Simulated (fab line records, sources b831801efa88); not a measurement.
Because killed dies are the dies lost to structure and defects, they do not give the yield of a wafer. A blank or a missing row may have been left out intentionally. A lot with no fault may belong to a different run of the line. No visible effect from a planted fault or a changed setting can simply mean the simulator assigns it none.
The tool behind it: which one? | flow sky130 | 11 lots, 33 wafers sampled, at 3 steps of a route of 708

## WHAT THE GAUGES READ, wafer by wafer
SKY_CONTACT_CD_MEAS_14: target cd 170 nm. Usual: 169.9 nm for cd-nm, sd 1.6.
lot  | measured     | on        | cd-nm (nm)        | flag
L248 | day 31 13:26 | cd-sem-01 | 169.8 170.2 170.2 |
L249 | day 31 14:58 | cd-sem-01 | 171.4 172.7 173.0 |
L253 | day 33 06:03 | cd-sem-01 | 172.6 174.0 171.3 |
L252 | day 33 07:28 | cd-sem-02 | 167.1 167.5 167.2 |
L254 | day 35 21:12 | cd-sem-02 | 170.6 169.6 171.1 |
L255 | day 36 00:09 | cd-sem-01 | 169.5 170.1 169.5 |
L265 | day 36 18:34 | cd-sem-02 | 169.0 169.9 169.4 |
L267 | day 37 12:07 | cd-sem-02 | 171.0 170.2 170.5 |
L268 | day 37 12:47 | cd-sem-01 | 170.1 171.8 170.9 |
L269 | day 37 19:01 | cd-sem-02 | 170.3 171.3 170.2 |
L270 | day 39 09:12 | cd-sem-02 | 171.1 170.9 171.2 |

SKY_METAL2_CD_MEAS_15: target cd 140 nm. Usual: 139.9 nm for cd-nm, sd 1.4.
lot  | measured     | on        | cd-nm (nm)        | flag
L248 | day 35 00:41 | cd-sem-02 | 137.0 138.9 138.3 |
L249 | day 35 03:02 | cd-sem-02 | 140.9 139.3 141.5 |
L253 | day 36 18:08 | cd-sem-01 | 139.3 141.4 140.6 |
L252 | day 36 19:31 | cd-sem-02 | 139.0 139.2 139.6 |
L254 | day 39 07:19 | cd-sem-02 | 139.6 140.8 139.4 |
L255 | day 39 10:31 | cd-sem-02 | 141.9 141.0 141.3 |
L265 | day 40 04:22 | cd-sem-01 | 141.9 141.3 141.2 |
L267 | day 40 19:52 | cd-sem-01 | 140.3 141.4 140.8 |
L268 | day 40 21:46 | cd-sem-02 | 139.3 139.8 141.4 |
L269 | day 41 01:36 | cd-sem-02 | 144.5 143.2 142.2 |
L270 | day 42 13:49 | cd-sem-02 | 138.7 139.4 139.7 |

## WHICH TOOL RAN EACH LOT (tool, then ch and the chambers of the sampled wafers, then the start)
lot  | SKY_METAL1_METAL_ETCH_19
L248 | rie-metal-01 ch 0,1, day 32 17:56
L249 | rie-metal-03 ch 0,1, day 32 18:49
L253 | rie-metal-03 ch 0, day 34 10:35
L252 | rie-metal-01 ch 0,1, day 34 11:32
L254 | rie-metal-03 ch 0,1, day 37 01:20
L255 | rie-metal-01 ch 0,1, day 37 04:26
L265 | rie-metal-03 ch 0,1, day 37 22:13
L267 | rie-metal-03 ch 0,1, day 38 15:37
L268 | rie-metal-03 ch 0, day 38 16:34
L269 | rie-metal-04 ch 1, day 38 22:34
L270 | rie-metal-04 ch 0, day 40 11:59
- SKY_METAL1_METAL_ETCH_19: etches the open film in Cl2/BCl3, stops on SiO2, target depth 360 nm, time 78 s.

## WHAT THE TOOLS THEMSELVES READ (means of the sampled wafers that have a number; where no wafer has one, the mark that the record gives instead)
SKY_METAL1_METAL_ETCH_19. Usual: bias-w 48.50 W, standard deviation 0.15; drypump-motor-current-A 5.8 A, standard deviation 0.66; mfc-cl2-sccm 60.02 sccm, standard deviation 0.17; oes-product-au 0.855 a.u., standard deviation 0.0062; throttle-valve-pct 22.266 %, standard deviation 0.0093.
lot  | tool         | bias-w (W) | drypump-motor-current-A (A) | mfc-cl2-sccm (sccm) | oes-product-au (a.u.) | throttle-valve-pct (%) | flag
L248 | rie-metal-01 | 48.57      | 5.5                         | 60.05               | 0.851                 | 22.263                 |
L249 | rie-metal-03 | 48.54      | 6.0                         | 60.09               | 0.853                 | 22.273                 |
L253 | rie-metal-03 | 48.63      | 6.0                         | 59.91               | 0.859                 | 22.266                 |
L252 | rie-metal-01 | 48.68      | 6.1                         | 59.85               | 0.855                 | 22.271                 |
L254 | rie-metal-03 | 48.47      | 6.0                         | 60.10               | 0.851                 | 22.266                 |
L255 | rie-metal-01 | 48.52      | 6.1                         | 60.13               | 0.862                 | 22.263                 |
L265 | rie-metal-03 | 48.46      | 6.0                         | 59.90               | 0.851                 | 22.277                 |
L267 | rie-metal-03 | 46.82      | 6.0                         | 60.08               | 0.853                 | 22.262                 | OFF
L268 | rie-metal-03 | 46.95      | 6.0                         | 60.25               | 0.856                 | 22.267                 | OFF
L269 | rie-metal-04 | 48.33      | 4.8                         | 59.96               | 0.850                 | 22.264                 |
L270 | rie-metal-04 | 48.57      | 6.0                         | 59.95               | 0.854                 | 22.269                 |

## THE ANSWER, worked out from the rows above alone
Rule: a lot is off if the mean of its wafers that have a number lies more than 3 standard deviations from the usual mean. Also off: a lot with no number at a reading for which 4 or more lots have one. Where the step has rows for the other lots, those lots are counted as sound. Order of review: gauges by route order, followed by the tools' own readings, for which a lot's mean as printed above is used. At the first step where some lot is off, the reading lying furthest off is the one used; lots without a number count as furthest.
Off: L267, L268, at SKY_METAL1_METAL_ETCH_19 (bias-w).
If a tool, at that step or one of the process steps before it, ran each lot that is off and ran no sound lot following the first of them, it fits. One fits: SKY_METAL1_METAL_ETCH_19 on rie-metal-03. Its last sound lot is L265 (day 37 22:13), its first lot that is off L267 (day 38 15:37): a fault that began between those two fits.
The tool's own readings at SKY_METAL1_METAL_ETCH_19 bear it out: on the lots that are off they differ by more than 5 times the standard deviation of the sound lots' means. bias-w reads 46.89 W there against 48.53 W on the sound lots.

## WHAT WAS PUT IN BY THE SIMULATOR
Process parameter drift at SKY_METAL1_METAL_ETCH_19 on rie-metal-03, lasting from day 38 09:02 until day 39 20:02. A move of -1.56 in setting bias-w, from 48.5. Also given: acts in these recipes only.
Lots struck among those shown: L267, L268. The rule above reached the same finding.
